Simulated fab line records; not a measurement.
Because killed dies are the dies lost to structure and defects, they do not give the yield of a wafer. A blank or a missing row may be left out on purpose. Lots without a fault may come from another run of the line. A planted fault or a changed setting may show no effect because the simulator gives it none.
Which tool is to blame? || flow gf180mcu || Sampling: 24 lots, 72 wafers, 4 of 602 route steps

== WHAT EACH GAUGE READ, for each wafer ==
GF_VT_IMPLANT_OVL_MEAS_18. Usual: VT_IMPLANT_01_OVL gives -0.4 nm (standard deviation 1.5).
{"lot": "L074", "measured": "day 6 08:05", "on": "overlay-01", "VT_IMPLANT_01_OVL (nm)": "-1.8 -2.3 -2.7", "flag": ""}
{"lot": "L075", "measured": "day 6 12:31", "on": "overlay-01", "VT_IMPLANT_01_OVL (nm)": "-1.3 -0.6 -0.9", "flag": ""}
{"lot": "L076", "measured": "day 6 17:24", "on": "overlay-02", "VT_IMPLANT_01_OVL (nm)": "0.3 -0.8 -0.9", "flag": ""}
{"lot": "L077", "measured": "day 7 02:01", "on": "overlay-02", "VT_IMPLANT_01_OVL (nm)": "-1.0 -0.9 0.8", "flag": ""}
{"lot": "L078", "measured": "day 7 06:13", "on": "overlay-02", "VT_IMPLANT_01_OVL (nm)": "-2.0 -1.7 -1.1", "flag": ""}
{"lot": "L079", "measured": "day 7 13:41", "on": "overlay-01", "VT_IMPLANT_01_OVL (nm)": "-1.5 -0.1 -1.7", "flag": ""}
{"lot": "L080", "measured": "day 7 19:08", "on": "overlay-01", "VT_IMPLANT_01_OVL (nm)": "-1.6 -1.4 -1.0", "flag": ""}
{"lot": "L081", "measured": "day 8 01:55", "on": "overlay-01", "VT_IMPLANT_01_OVL (nm)": "-0.5 -0.7 0.4", "flag": ""}
{"lot": "L082", "measured": "day 8 08:04", "on": "overlay-01", "VT_IMPLANT_01_OVL (nm)": "-2.1 -2.9 -2.3", "flag": ""}
{"lot": "L083", "measured": "day 8 17:10", "on": "overlay-01", "VT_IMPLANT_01_OVL (nm)": "-2.4 -1.7 -2.8", "flag": ""}
{"lot": "L084", "measured": "day 8 23:28", "on": "overlay-01", "VT_IMPLANT_01_OVL (nm)": "-0.8 -1.1 0.4", "flag": ""}
{"lot": "L085", "measured": "day 9 04:51", "on": "overlay-02", "VT_IMPLANT_01_OVL (nm)": "-0.3 1.6 0.3", "flag": ""}
{"lot": "L086", "measured": "day 9 10:08", "on": "overlay-02", "VT_IMPLANT_01_OVL (nm)": "-0.4 0.3 0.6", "flag": ""}
{"lot": "L087", "measured": "day 9 17:04", "on": "overlay-02", "VT_IMPLANT_01_OVL (nm)": "-1.7 -1.9 -0.9", "flag": ""}
{"lot": "L088", "measured": "day 9 22:39", "on": "overlay-01", "VT_IMPLANT_01_OVL (nm)": "-4.3 -3.8 -2.7", "flag": ""}
{"lot": "L089", "measured": "day 10 04:04", "on": "overlay-02", "VT_IMPLANT_01_OVL (nm)": "-0.6 -0.5 -0.3", "flag": ""}
{"lot": "L090", "measured": "day 10 09:26", "on": "overlay-02", "VT_IMPLANT_01_OVL (nm)": "1.2 -1.0 1.1", "flag": ""}
{"lot": "L091", "measured": "day 10 18:45", "on": "overlay-02", "VT_IMPLANT_01_OVL (nm)": "-1.0 -0.1 -0.3", "flag": ""}
{"lot": "L092", "measured": "day 10 22:55", "on": "overlay-02", "VT_IMPLANT_01_OVL (nm)": "0.0 1.2 0.0", "flag": ""}
{"lot": "L093", "measured": "day 11 05:49", "on": "overlay-02", "VT_IMPLANT_01_OVL (nm)": "1.7 2.0 3.5", "flag": ""}
{"lot": "L094", "measured": "day 11 10:07", "on": "overlay-02", "VT_IMPLANT_01_OVL (nm)": "-2.0 -0.4 -0.5", "flag": ""}
{"lot": "L095", "measured": "day 11 20:16", "on": "overlay-02", "VT_IMPLANT_01_OVL (nm)": "2.2 0.3 2.2", "flag": ""}
{"lot": "L096", "measured": "day 12 01:32", "on": "overlay-01", "VT_IMPLANT_01_OVL (nm)": "-0.2 1.5 -0.3", "flag": ""}
{"lot": "L097", "measured": "day 12 10:43", "on": "overlay-02", "VT_IMPLANT_01_OVL (nm)": "0.8 0.4 1.6", "flag": ""}

GF_VT_IMPLANT_OVL_MEAS_40. Usual: VT_IMPLANT_03_OVL gives 0.5 nm (standard deviation 1.2).
{"lot": "L074", "measured": "day 7 15:03", "on": "overlay-01", "VT_IMPLANT_03_OVL (nm)": "-0.8 -0.7 -1.6", "flag": ""}
{"lot": "L075", "measured": "day 7 19:47", "on": "overlay-02", "VT_IMPLANT_03_OVL (nm)": "2.2 2.3 2.2", "flag": ""}
{"lot": "L076", "measured": "day 8 01:27", "on": "overlay-01", "VT_IMPLANT_03_OVL (nm)": "-0.7 0.1 0.0", "flag": ""}
{"lot": "L077", "measured": "day 8 09:37", "on": "overlay-01", "VT_IMPLANT_03_OVL (nm)": "-1.8 -0.5 -0.3", "flag": ""}
{"lot": "L078", "measured": "day 8 15:07", "on": "overlay-01", "VT_IMPLANT_03_OVL (nm)": "-0.1 -1.4 -0.2", "flag": ""}
{"lot": "L079", "measured": "day 8 22:54", "on": "overlay-02", "VT_IMPLANT_03_OVL (nm)": "1.4 -0.7 0.0", "flag": ""}
{"lot": "L080", "measured": "day 9 04:28", "on": "overlay-01", "VT_IMPLANT_03_OVL (nm)": "-0.2 0.0 -1.2", "flag": ""}
{"lot": "L081", "measured": "day 9 11:19", "on": "overlay-01", "VT_IMPLANT_03_OVL (nm)": "-1.5 -1.1 -1.0", "flag": ""}
{"lot": "L082", "measured": "day 9 17:43", "on": "overlay-01", "VT_IMPLANT_03_OVL (nm)": "1.2 3.4 1.2", "flag": ""}
{"lot": "L083", "measured": "day 10 03:46", "on": "overlay-01", "VT_IMPLANT_03_OVL (nm)": "-0.8 -1.4 0.0", "flag": ""}
{"lot": "L084", "measured": "day 10 10:04", "on": "overlay-02", "VT_IMPLANT_03_OVL (nm)": "1.7 2.4 1.6", "flag": ""}
{"lot": "L085", "measured": "day 10 16:15", "on": "overlay-01", "VT_IMPLANT_03_OVL (nm)": "0.7 0.8 0.9", "flag": ""}
{"lot": "L086", "measured": "day 10 21:19", "on": "overlay-02", "VT_IMPLANT_03_OVL (nm)": "-0.3 -0.3 0.6", "flag": ""}
{"lot": "L087", "measured": "day 11 05:31", "on": "overlay-01", "VT_IMPLANT_03_OVL (nm)": "0.8 0.3 0.0", "flag": ""}
{"lot": "L088", "measured": "day 11 11:07", "on": "overlay-02", "VT_IMPLANT_03_OVL (nm)": "1.1 1.5 2.2", "flag": ""}
{"lot": "L089", "measured": "day 11 16:27", "on": "overlay-01", "VT_IMPLANT_03_OVL (nm)": "1.1 -0.4 0.5", "flag": ""}
{"lot": "L090", "measured": "day 11 21:53", "on": "overlay-01", "VT_IMPLANT_03_OVL (nm)": "-0.3 -0.8 -1.1", "flag": ""}
{"lot": "L091", "measured": "day 12 08:25", "on": "overlay-02", "VT_IMPLANT_03_OVL (nm)": "0.1 -0.5 0.7", "flag": ""}
{"lot": "L092", "measured": "day 12 12:55", "on": "overlay-01", "VT_IMPLANT_03_OVL (nm)": "1.2 0.2 1.1", "flag": ""}
{"lot": "L093", "measured": "day 12 19:58", "on": "overlay-02", "VT_IMPLANT_03_OVL (nm)": "0.4 0.6 2.1", "flag": ""}
{"lot": "L094", "measured": "day 13 00:51", "on": "overlay-01", "VT_IMPLANT_03_OVL (nm)": "1.3 2.1 2.5", "flag": ""}
{"lot": "L095", "measured": "day 13 11:46", "on": "overlay-01", "VT_IMPLANT_03_OVL (nm)": "0.3 0.2 -1.1", "flag": ""}
{"lot": "L096", "measured": "day 13 17:35", "on": "overlay-02", "VT_IMPLANT_03_OVL (nm)": "-0.6 0.8 0.5", "flag": ""}
{"lot": "L097", "measured": "day 14 03:52", "on": "overlay-02", "VT_IMPLANT_03_OVL (nm)": "2.2 1.2 2.8", "flag": ""}

GF_SALICIDE_RS_MEAS_04: uses a four-point probe to measure. Usual: SALICIDE_TIN_RS gives 16.39 ohm/sq (standard deviation 0.3).
{"lot": "L074", "measured": "day 15 06:46", "on": "film_metro-01", "SALICIDE_TIN_RS (ohm/sq)": "16.58 16.60 16.11", "flag": ""}
{"lot": "L075", "measured": "day 15 11:21", "on": "film_metro-01", "SALICIDE_TIN_RS (ohm/sq)": "16.48 16.25 16.24", "flag": ""}
{"lot": "L076", "measured": "day 15 18:53", "on": "film_metro-03", "SALICIDE_TIN_RS (ohm/sq)": "16.18 16.11 16.73", "flag": ""}
{"lot": "L077", "measured": "day 16 07:27", "on": "film_metro-01", "SALICIDE_TIN_RS (ohm/sq)": "16.59 16.54 16.61", "flag": ""}
{"lot": "L078", "measured": "day 16 13:26", "on": "film_metro-04", "SALICIDE_TIN_RS (ohm/sq)": "16.78 16.68 16.51", "flag": ""}
{"lot": "L079", "measured": "day 16 22:07", "on": "film_metro-04", "SALICIDE_TIN_RS (ohm/sq)": "16.52 16.02 16.03", "flag": ""}
{"lot": "L080", "measured": "day 17 04:50", "on": "film_metro-04", "SALICIDE_TIN_RS (ohm/sq)": "16.54 16.66 16.47", "flag": ""}
{"lot": "L081", "measured": "day 17 14:05", "on": "film_metro-03", "SALICIDE_TIN_RS (ohm/sq)": "16.61 16.47 16.79", "flag": ""}
{"lot": "L082", "measured": "day 18 00:43", "on": "film_metro-03", "SALICIDE_TIN_RS (ohm/sq)": "16.04 16.18 16.09", "flag": ""}
{"lot": "L083", "measured": "day 18 14:30", "on": "film_metro-01", "SALICIDE_TIN_RS (ohm/sq)": "16.51 15.96 16.00", "flag": ""}
{"lot": "L084", "measured": "day 18 19:33", "on": "film_metro-03", "SALICIDE_TIN_RS (ohm/sq)": "16.24 15.97 15.99", "flag": ""}
{"lot": "L085", "measured": "day 19 07:28", "on": "film_metro-01", "SALICIDE_TIN_RS (ohm/sq)": "16.77 16.55 16.79", "flag": ""}
{"lot": "L086", "measured": "day 19 12:22", "on": "film_metro-04", "SALICIDE_TIN_RS (ohm/sq)": "16.86 16.69 16.64", "flag": ""}
{"lot": "L087", "measured": "day 19 22:23", "on": "film_metro-04", "SALICIDE_TIN_RS (ohm/sq)": "16.46 16.44 16.71", "flag": ""}
{"lot": "L088", "measured": "day 20 03:24", "on": "film_metro-03", "SALICIDE_TIN_RS (ohm/sq)": "16.08 16.11 16.13", "flag": ""}
{"lot": "L089", "measured": "day 20 11:33", "on": "film_metro-04", "SALICIDE_TIN_RS (ohm/sq)": "15.70 16.09 15.97", "flag": ""}
{"lot": "L090", "measured": "day 20 19:47", "on": "film_metro-01", "SALICIDE_TIN_RS (ohm/sq)": "16.62 16.53 16.55", "flag": ""}
{"lot": "L091", "measured": "day 21 10:29", "on": "film_metro-04", "SALICIDE_TIN_RS (ohm/sq)": "16.21 16.13 15.94", "flag": ""}
{"lot": "L092", "measured": "day 21 13:31", "on": "film_metro-04", "SALICIDE_TIN_RS (ohm/sq)": "16.51 16.54 16.78", "flag": ""}
{"lot": "L093", "measured": "day 22 01:38", "on": "film_metro-01", "SALICIDE_TIN_RS (ohm/sq)": "16.06 16.07 16.02", "flag": ""}
{"lot": "L094", "measured": "day 22 07:03", "on": "film_metro-01", "SALICIDE_TIN_RS (ohm/sq)": "16.53 16.68 16.18", "flag": ""}
{"lot": "L095", "measured": "day 22 15:42", "on": "film_metro-01", "SALICIDE_TIN_RS (ohm/sq)": "16.84 16.60 16.46", "flag": ""}
{"lot": "L096", "measured": "day 22 19:55", "on": "film_metro-03", "SALICIDE_TIN_RS (ohm/sq)": "16.46 16.58 16.55", "flag": ""}
{"lot": "L097", "measured": "day 23 09:36", "on": "film_metro-04", "SALICIDE_TIN_RS (ohm/sq)": "16.57 16.57 16.42", "flag": ""}

== WHAT TOOL EACH LOT RAN ON (gives the tool, then ch and the chambers of the sampled wafers, and finally the start) ==
{"lot": "L074", "GF_STI_CMP_25": "cmp-02 ch 0,1, day 2 04:46"}
{"lot": "L075", "GF_STI_CMP_25": "cmp-02 ch 1,2, day 2 09:58"}
{"lot": "L076", "GF_STI_CMP_25": "cmp-02 ch 0,3, day 2 14:03"}
{"lot": "L077", "GF_STI_CMP_25": "cmp-01 ch 1,2,3, day 2 21:14"}
{"lot": "L078", "GF_STI_CMP_25": "cmp-01 ch 0,2,3, day 3 00:57"}
{"lot": "L079", "GF_STI_CMP_25": "cmp-01 ch 0,2,3, day 3 04:53"}
{"lot": "L080", "GF_STI_CMP_25": "cmp-02 ch 1,2, day 3 10:28"}
{"lot": "L081", "GF_STI_CMP_25": "cmp-02 ch 0,1,3, day 3 15:55"}
{"lot": "L082", "GF_STI_CMP_25": "cmp-01 ch 0,2,3, day 3 21:02"}
{"lot": "L083", "GF_STI_CMP_25": "cmp-01 ch 0,1, day 4 02:51"}
{"lot": "L084", "GF_STI_CMP_25": "cmp-01 ch 1,2,3, day 4 08:30"}
{"lot": "L085", "GF_STI_CMP_25": "cmp-02 ch 1,2,3, day 4 13:31"}
{"lot": "L086", "GF_STI_CMP_25": "cmp-01 ch 0,1,3, day 4 17:37"}
{"lot": "L087", "GF_STI_CMP_25": "cmp-01 ch 0,1,3, day 4 23:16"}
{"lot": "L088", "GF_STI_CMP_25": "cmp-02 ch 0,2,3, day 5 03:20"}
{"lot": "L089", "GF_STI_CMP_25": "cmp-01 ch 0,1,3, day 5 09:03"}
{"lot": "L090", "GF_STI_CMP_25": "cmp-02 ch 0,1,2, day 5 13:26"}
{"lot": "L091", "GF_STI_CMP_25": "cmp-01 ch 0,1,3, day 5 19:41"}
{"lot": "L092", "GF_STI_CMP_25": "cmp-01 ch 0,2,3, day 5 23:49"}
{"lot": "L093", "GF_STI_CMP_25": "cmp-01 ch 2,3, day 6 04:49"}
{"lot": "L094", "GF_STI_CMP_25": "cmp-02 ch 1,2,3, day 6 10:12"}
{"lot": "L095", "GF_STI_CMP_25": "cmp-01 ch 0,2,3, day 6 15:43"}
{"lot": "L096", "GF_STI_CMP_25": "cmp-02 ch 0,3, day 6 20:45"}
{"lot": "L097", "GF_STI_CMP_25": "cmp-02 ch 0,2,3, day 7 02:25"}
- GF_STI_CMP_25: polishes, stops on Si3N4, t overpolish 33 s, target thk 524.6 nm.

== WHAT THE TOOLS THEMSELVES READ (means of the sampled wafers that have a number; where no wafer has one, the mark that the record gives instead) ==
GF_STI_CMP_25. Usual: motor_current_A 11.8 A, standard deviation 0.74; overpolish_run_s 32.999 s, standard deviation 0.0094; time_to_endpoint_s 124 s, standard deviation 3.9.
{"lot": "L074", "tool": "cmp-02", "motor_current_A (A)": 11.7, "overpolish_run_s (s)": 32.992, "time_to_endpoint_s (s)": 128, "flag": ""}
{"lot": "L075", "tool": "cmp-02", "motor_current_A (A)": 11.1, "overpolish_run_s (s)": 33.000, "time_to_endpoint_s (s)": 123, "flag": ""}
{"lot": "L076", "tool": "cmp-02", "motor_current_A (A)": 11.7, "overpolish_run_s (s)": 33.001, "time_to_endpoint_s (s)": 130, "flag": ""}
{"lot": "L077", "tool": "cmp-01", "motor_current_A (A)": 12.2, "overpolish_run_s (s)": 33.002, "time_to_endpoint_s (s)": 122, "flag": ""}
{"lot": "L078", "tool": "cmp-01", "motor_current_A (A)": 11.8, "overpolish_run_s (s)": 32.995, "time_to_endpoint_s (s)": 124, "flag": ""}
{"lot": "L079", "tool": "cmp-01", "motor_current_A (A)": 12.0, "overpolish_run_s (s)": 33.004, "time_to_endpoint_s (s)": 122, "flag": ""}
{"lot": "L080", "tool": "cmp-02", "motor_current_A (A)": 11.1, "overpolish_run_s (s)": 33.001, "time_to_endpoint_s (s)": 129, "flag": ""}
{"lot": "L081", "tool": "cmp-02", "motor_current_A (A)": 11.5, "overpolish_run_s (s)": 32.997, "time_to_endpoint_s (s)": 122, "flag": ""}
{"lot": "L082", "tool": "cmp-01", "motor_current_A (A)": 11.8, "overpolish_run_s (s)": 33.000, "time_to_endpoint_s (s)": 119, "flag": ""}
{"lot": "L083", "tool": "cmp-01", "motor_current_A (A)": 11.5, "overpolish_run_s (s)": 33.002, "time_to_endpoint_s (s)": 116, "flag": ""}
{"lot": "L084", "tool": "cmp-01", "motor_current_A (A)": 12.4, "overpolish_run_s (s)": 33.004, "time_to_endpoint_s (s)": 120, "flag": ""}
{"lot": "L085", "tool": "cmp-02", "motor_current_A (A)": 11.5, "overpolish_run_s (s)": 32.997, "time_to_endpoint_s (s)": 122, "flag": ""}
{"lot": "L086", "tool": "cmp-01", "motor_current_A (A)": 11.4, "overpolish_run_s (s)": 33.006, "time_to_endpoint_s (s)": 118, "flag": ""}
{"lot": "L087", "tool": "cmp-01", "motor_current_A (A)": 11.5, "overpolish_run_s (s)": 33.009, "time_to_endpoint_s (s)": 122, "flag": ""}
{"lot": "L088", "tool": "cmp-02", "motor_current_A (A)": 12.0, "overpolish_run_s (s)": 33.000, "time_to_endpoint_s (s)": 123, "flag": ""}
{"lot": "L089", "tool": "cmp-01", "motor_current_A (A)": 11.4, "overpolish_run_s (s)": 33.003, "time_to_endpoint_s (s)": 124, "flag": ""}
{"lot": "L090", "tool": "cmp-02", "motor_current_A (A)": 11.7, "overpolish_run_s (s)": 33.003, "time_to_endpoint_s (s)": 124, "flag": ""}
{"lot": "L091", "tool": "cmp-01", "motor_current_A (A)": 11.4, "overpolish_run_s (s)": 33.001, "time_to_endpoint_s (s)": 124, "flag": ""}
{"lot": "L092", "tool": "cmp-01", "motor_current_A (A)": 11.6, "overpolish_run_s (s)": 32.997, "time_to_endpoint_s (s)": 129, "flag": ""}
{"lot": "L093", "tool": "cmp-01", "motor_current_A (A)": 12.6, "overpolish_run_s (s)": 32.995, "time_to_endpoint_s (s)": 126, "flag": ""}
{"lot": "L094", "tool": "cmp-02", "motor_current_A (A)": 11.7, "overpolish_run_s (s)": 32.998, "time_to_endpoint_s (s)": 125, "flag": ""}
{"lot": "L095", "tool": "cmp-01", "motor_current_A (A)": 11.6, "overpolish_run_s (s)": 32.995, "time_to_endpoint_s (s)": 125, "flag": ""}
{"lot": "L096", "tool": "cmp-02", "motor_current_A (A)": 12.2, "overpolish_run_s (s)": 33.002, "time_to_endpoint_s (s)": 131, "flag": ""}
{"lot": "L097", "tool": "cmp-02", "motor_current_A (A)": 11.5, "overpolish_run_s (s)": 33.003, "time_to_endpoint_s (s)": 126, "flag": ""}

== THE ANSWER, worked out from the rows above alone ==
Rule: a lot counts as off when the mean over its wafers that have a number is more than 3 standard deviations away from the usual mean. A lot without any number at a reading at which 4 lots or more have one is off too. The other lots that the step has rows for count as sound. The gauges are gone through in route order, then the tools' own readings, and for those a lot's mean is taken as printed above. The first step at which some lot is off is used, and at that step the reading that is off furthest; a lot without a number counts as furthest.
No lot is off on any of the readings shown, so nothing can be concluded from this.

== WHAT HAD BEEN PUT IN BY THE SIMULATOR ==
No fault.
